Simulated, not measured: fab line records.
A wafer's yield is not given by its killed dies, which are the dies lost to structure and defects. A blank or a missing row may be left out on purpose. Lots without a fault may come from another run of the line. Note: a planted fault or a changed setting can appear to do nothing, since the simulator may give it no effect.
Comparing a struck lot with a sound one ; flow sky130 ; 14 steps out of a route of 708
Sound: these wafers, L789.2, L789.5, L789.6. The struck wafers were L797.1, L797.2, L797.4. The cause is given at the end.
At each step with rows: each side's tool, then ch and its chambers, then its first start. Under that, the readings that differ: sound wafers ; struck wafers ; difference of the means ; sigmas: that difference in standard deviations of wafers without a fault.
alike: readings with means less than 2 such deviations apart, plus words and numbers identical on both sides. not compared: withheld readings, readings lacking a value on some wafer, bounds such as >300 that could conceal the same value, and numbers that have no deviation in the record and whose values overlap.
A row with sigmas, a row that says differs or no value, or rows on one side alone: a step with any of these is where the two part. Non-overlapping numbers with no deviation appear without sigmas and do not part them. A reading missing from all wafers of one side parts the sides only when that side holds two or more wafers.

SKY_CAP2M_OVL_MEAS_12:
  struck on overlay-01, day 44 08:26; sound on overlay-01, day 41 20:05
reading;sound;struck;difference;sigmas
CAP2M_OVL (nm);2.5 2.0 2.9;-1.0 -0.6 -1.4;-3.5;-2
SKY_CAP2M_METAL_ETCH_13: etches TiN in Cl2/BCl3, stops on SiO2, target depth 220 nm, time 62.9 s.
  sound on rie-metal-01 ch 0,1, day 41 20:07; struck on rie-metal-04 ch 0,1, day 44 08:29
  alike: chamber-pressure-mTorr, drypump-motor-current-A, oes-product-au, throttle-valve-pct
  not compared: rf-hours-counter-h
SKY_CAP2M_STRIP_14: strips in O2/N2.
  sound on plasma-asher-02 ch 0,1, day 41 20:11; struck on plasma-asher-01 ch 0,1, day 44 08:33
  alike: chamber-pressure-mTorr, drypump-motor-current-A, n2-flow-sccm, oes-product-au, strip-time-to-endpoint-s
  not compared: rf-hours-counter-h
then, 9 steps without rows for these wafers: SKY_CAP2M_STRIP_15 (strips in post etch residue remover, time 1200 s); SKY_CAP2M_CLEAN_16 (cleans in IPA, time 180 s); SKY_CAP2M_CLEAN_17 (cleans in O3/DIW); SKY_METAL4_DEHYDRATE_05 (time 60 s); SKY_METAL4_HMDS_06 (prime time 60 s); SKY_METAL4_COAT_07 (resist thk 60 nm); SKY_METAL4_COAT_08 (resist thk 1140 nm); SKY_METAL4_SOFTBAKE_09 (time 90 s); SKY_METAL4_EXPOSE_10 (exposes mask MM4, target cd 300 nm).
SKY_METAL4_PEB_11:
  struck on litho-track-02, day 45 06:00; sound on litho-track-03 ch 0, day 42 19:00
reading;sound;struck;difference;sigmas
exhaust-pa (Pa);44.9 44.7 44.6;- - -;no value on the struck wafers;
  not compared: chill-plate-temp-C
then, 1 step without rows for these wafers: SKY_METAL4_DEVELOP_12 (develop time 60 s).

## WHERE THEY PART
First at SKY_CAP2M_OVL_MEAS_12; last, within this record, at SKY_METAL4_PEB_11.

WHY: what the simulator had put in
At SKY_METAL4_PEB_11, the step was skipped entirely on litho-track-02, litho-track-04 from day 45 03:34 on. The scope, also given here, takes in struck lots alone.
